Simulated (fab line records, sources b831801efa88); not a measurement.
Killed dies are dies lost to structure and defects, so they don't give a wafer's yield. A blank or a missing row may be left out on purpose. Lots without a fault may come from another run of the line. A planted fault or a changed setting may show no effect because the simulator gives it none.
Problem report in the 8D (eight disciplines) form, filled by code | flow sfq_line | the parts of the form that need people (team, actions taken, sign-off) are left out

1. THE PROBLEM
spin_speed_rpm at SFQ_TRILAYER_R5_LITHO_COAT_136 reads a mean of 1985.5 rpm on 6 wafers of 2 lots; wafers without a fault read 3000.5 rpm with a standard deviation of 2. That is -99 or more standard deviations from the usual mean.
The step: resist thk 600 nm.
First seen on wafer L594.1, day 63 03:55, on litho_track-01. The record holds 42 wafers of 14 lots with a number at this step. Rule for "out", or "out of limits": more than 4 standard deviations from the usual mean. The other wafers with a number count as sound.

2. WHAT IT IS AND WHAT IT IS NOT
question                    | is                     | is not
which readings at this step | spin_speed_rpm         | chill_plate_temp_C, dispense_pressure_kPa
which lots                  | L594, L595             | L590, L592, L593, L599, L602, L603, L604, L605, L606, L607, L611, L612
which wafers of those lots  | all that have a number | -
read on which tools         | litho_track-01         | litho_track-02, litho_track-04
when                        | from day 63 03:55      | up to then (9 sound wafers); but 27 sound wafers of L599, L602, L603, L604, L605, L606, L607, L611, L612 came after

3. SUSPECTS, AND WHAT RULES EACH OUT
Counting: a tool at a process step up to the reading stays a suspect if it ran every lot that is out and no sound lot after the first of them.
- pvd_sputter-05 at SFQ_TRILAYER_R5_DEP_SPUTTER_132 (material Ti, target thk 5 nm, time 5 s): ruled out as a lasting fault. Sound lots L605, L606, L612 ran on it after its first lot that is out, L594 (day 63 03:20).
- pvd_sputter-05 at SFQ_TRILAYER_R5_DEP_SPUTTER_134 (material Ti, target thk 5 nm, time 5 s): ruled out as a lasting fault. Sound lots L605, L606, L612 ran on it after its first lot that is out, L594 (day 63 03:25).
- litho_track-01 at SFQ_TRILAYER_R5_LITHO_COAT_136 (resist thk 600 nm): ruled out as a lasting fault. Sound lots L599, L603, L611 ran on it after its first lot that is out, L594 (day 63 03:55).
Left after counting: nothing in the record.

4. THE CAUSE (what the simulator had put in)
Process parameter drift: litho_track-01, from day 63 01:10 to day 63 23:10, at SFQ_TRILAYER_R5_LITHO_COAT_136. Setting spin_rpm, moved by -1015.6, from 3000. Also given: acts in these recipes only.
Counting ruled it out, wrongly.

5. THE CHAIN OF EFFECTS, in route order
Each row: a reading whose mean over the struck wafers that have a number lies more than 3 standard deviations from the usual. Only readings for which the record gives a usual standard deviation are gone through. hours: the time from each lot's start at the first step in this table that gives one to its start at this step, as a median over the lots. sigmas: the change in usual standard deviations.
hours | step                           | reading        | usual      | on struck wafers | change  | sigmas
0     | SFQ_TRILAYER_R5_LITHO_COAT_136 | spin_speed_rpm | 3000.5 rpm | 1985.5           | -1015.0 | -99 or more
The process steps in it:
- SFQ_TRILAYER_R5_LITHO_COAT_136: resist thk 600 nm.

6. WHAT WOULD HAVE CAUGHT IT SOONER
In this record the first reading out of limits was taken at day 63 03:55, 3 hours after the fault began at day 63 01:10.
